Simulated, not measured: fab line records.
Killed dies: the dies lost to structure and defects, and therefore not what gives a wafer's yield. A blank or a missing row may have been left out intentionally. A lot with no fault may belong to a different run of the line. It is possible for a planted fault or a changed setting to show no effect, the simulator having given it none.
A struck lot beside a sound one -- flow sky130 -- 18 steps out of a route of 708
Sound: these wafers, L160.3, L160.4, L160.5. Wafers L162.1, L162.3, L162.6 were the ones struck. The cause comes at the end.
At each step with rows: each side's tool, then ch and its chambers, then its first start. Under that, the readings that differ: sound wafers -- struck wafers -- difference of the means -- sigmas: that difference in standard deviations of wafers without a fault.
alike: words and numbers the same on both sides, and readings whose means are apart by under 2 such deviations; not compared: readings that were withheld, readings missing a value for some wafer, numbers with overlapping values and no deviation given by the record, and bounds like >300 which may hide the same value.
A row with sigmas, a row that says differs or no value, or rows on one side alone: a step with any of these is where the two part. Non-overlapping numbers with no deviation appear without sigmas and do not part them. A reading missing from all wafers of one side parts the sides only when that side holds two or more wafers.

first, 5 steps without rows for these wafers: SKY_VT_ADJUST_PCH_COAT_02 (resist thk 3000 nm); SKY_VT_ADJUST_PCH_SOFTBAKE_03; SKY_VT_ADJUST_PCH_EXPOSE_04 (exposes mask NWM, target cd 840 nm); SKY_VT_ADJUST_PCH_PEB_05; SKY_VT_ADJUST_PCH_DEVELOP_06 (develop time 60 s).
SKY_VT_ADJUST_PCH_OVL_MEAS_07:
  sound: overlay-02 at day 13 13:12; struck: overlay-02 at day 14 02:25
  alike: VT_ADJUST_PCH_OVL
next, for these wafers, 1 step has no rows: SKY_VT_ADJUST_PCH_IMPLANT_08.
SKY_VT_ADJUST_PCH_STRIP_09: strips in O2/N2.
  sound on plasma asher-01 ch 0,1, day 13 13:25; struck on plasma asher-02 ch 0,1, day 14 02:37
reading,sound,struck,difference,sigmas
strip time to endpoint s (s),37.01 37.15 37.12,36.72 36.74 36.81,-0.34,-3
  alike: drypump motor current A, oes product au
  not compared: rf hours counter h
SKY_VT_ADJUST_PCH_TW_MEAS_10:
  sound: film metro-01 at day 13 13:30; struck: film metro-01 at day 14 02:43
  alike: VT_ADJUST_PCH_TW
then, 3 steps without rows for these wafers: SKY_SONOS_TUNNEL_DEHYDRATE_00 (time 60 s); SKY_SONOS_TUNNEL_HMDS_01 (prime time 60 s); SKY_SONOS_TUNNEL_COAT_02 (resist thk 1140 nm).
SKY_SONOS_TUNNEL_SOFTBAKE_03: time 60 s.
  sound on litho track-02 ch 0, day 14 02:20; struck on litho track-02 ch 0, day 14 16:14
reading,sound,struck,difference,sigmas
run length s (s),89.09 89.32 89.14,120.64 120.57 120.64,+31.43,+99 or more
model.NOVOLAK_of_SONOS_TUNNEL_COAT_02.thk nm (nm),1143 1141 1141,1128 1129 1131,-12,
  alike: resist line temp C
then, 2 steps without rows for these wafers: SKY_SONOS_TUNNEL_EXPOSE_04 (exposes mask TUNM, target cd 410 nm); SKY_SONOS_TUNNEL_PEB_05.
SKY_SONOS_TUNNEL_DEVELOP_06: develop time 60 s.
  sound on litho track-04 ch 0, day 14 15:43; struck on litho track-01 ch 0, day 15 05:32
reading,sound,struck,difference,sigmas
model.NOVOLAK_of_SONOS_TUNNEL_COAT_02.thk nm (nm),1143 1140 1141,1128 1128 1131,-12,
  alike: resist line temp C
SKY_SONOS_TUNNEL_CD_MEAS_07 targets a cd of 410 nm.
  sound: cd sem-02 at day 14 15:52; struck: cd sem-02 at day 15 05:41
  alike: cd nm
next, for these wafers, 1 step has no rows: SKY_PAD_OPEN_PROBE_99.

## WHERE THEY PART
Last at SKY_SONOS_TUNNEL_SOFTBAKE_03 as far as this record goes, first at SKY_VT_ADJUST_PCH_STRIP_09. Later steps at which nothing parts them and some readings are alike: SKY_SONOS_TUNNEL_DEVELOP_06, SKY_SONOS_TUNNEL_CD_MEAS_07.

WHY: what had been put in by the simulator
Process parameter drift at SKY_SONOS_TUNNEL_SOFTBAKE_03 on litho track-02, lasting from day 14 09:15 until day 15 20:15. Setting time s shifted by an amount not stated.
